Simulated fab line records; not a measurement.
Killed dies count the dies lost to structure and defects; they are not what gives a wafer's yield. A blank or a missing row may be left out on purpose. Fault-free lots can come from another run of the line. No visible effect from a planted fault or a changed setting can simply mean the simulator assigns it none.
Which tool did it? :: flow gf180mcu :: 35 wafers sampled from 12 lots at 1 step of a route of 602

== WHAT EACH GAUGE READ, for each wafer ==
GF_V2_CD_MEAS_14 targets a cd of 260 nm. Usual: cdNm at 260.2 nm, with a standard deviation of 1.1.
lot: L942
measured: day 20 09:29
on: cdSem-01
cdNm (nm): 260.4 258.4 259.5
flag: 

lot: L943
measured: day 20 22:35
on: cdSem-02
cdNm (nm): 258.9 258.3 259.5
flag: 

lot: L944
measured: day 21 03:17
on: cdSem-01
cdNm (nm): 260.4 260.4 261.0
flag: 

lot: L945
measured: day 21 15:40
on: cdSem-02
cdNm (nm): 260.8 260.1 260.8
flag: 

lot: L948
measured: day 22 15:16
on: cdSem-02
cdNm (nm): 261.0 260.5 260.1
flag: 

lot: L950
measured: day 23 14:16
on: cdSem-01
cdNm (nm): 259.7 259.4 261.2
flag: 

lot: L951
measured: day 23 23:27
on: cdSem-01
cdNm (nm): 260.2 259.8 259.4
flag: 

lot: L953
measured: day 24 12:45
on: cdSem-01
cdNm (nm): 259.8 260.2 261.7
flag: 

lot: L954
measured: day 24 16:41
on: cdSem-01
cdNm (nm): 260.3 260.5
flag: 

lot: L955
measured: day 25 01:29
on: cdSem-02
cdNm (nm): 258.3 259.5 258.1
flag: 

lot: L964
measured: day 27 18:56
on: cdSem-02
cdNm (nm): 260.7 261.1 260.5
flag: 

lot: L963
measured: day 27 22:50
on: cdSem-01
cdNm (nm): 258.4 258.4 258.8
flag: 

== TOOL THAT RAN EACH LOT (tool first, then ch and the chambers of the sampled wafers, then the start) ==
The record shows no process step preceding these readings.

== WHAT THE TOOLS THEMSELVES READ (means of the sampled wafers that have a number; where no wafer has one, the mark that the record gives instead) ==
The record holds no such reading with a usual standard deviation.

== THE ANSWER, worked out from the rows above alone ==
Rule: a lot is off if the mean of its wafers that have a number lies more than 3 standard deviations from the usual mean. A lot without any number at a reading at which 4 lots or more have one is off too. Where the step has rows for the other lots, those lots are counted as sound. Order of review: gauges by route order, followed by the tools' own readings, for which a lot's mean as printed above is used. The first step at which some lot is off is used, and at that step the reading that is off furthest; a lot without a number counts as furthest.
No lot is off at any reading shown: from this, nothing can be told.

== WHAT THE SIMULATOR HAD INSERTED ==
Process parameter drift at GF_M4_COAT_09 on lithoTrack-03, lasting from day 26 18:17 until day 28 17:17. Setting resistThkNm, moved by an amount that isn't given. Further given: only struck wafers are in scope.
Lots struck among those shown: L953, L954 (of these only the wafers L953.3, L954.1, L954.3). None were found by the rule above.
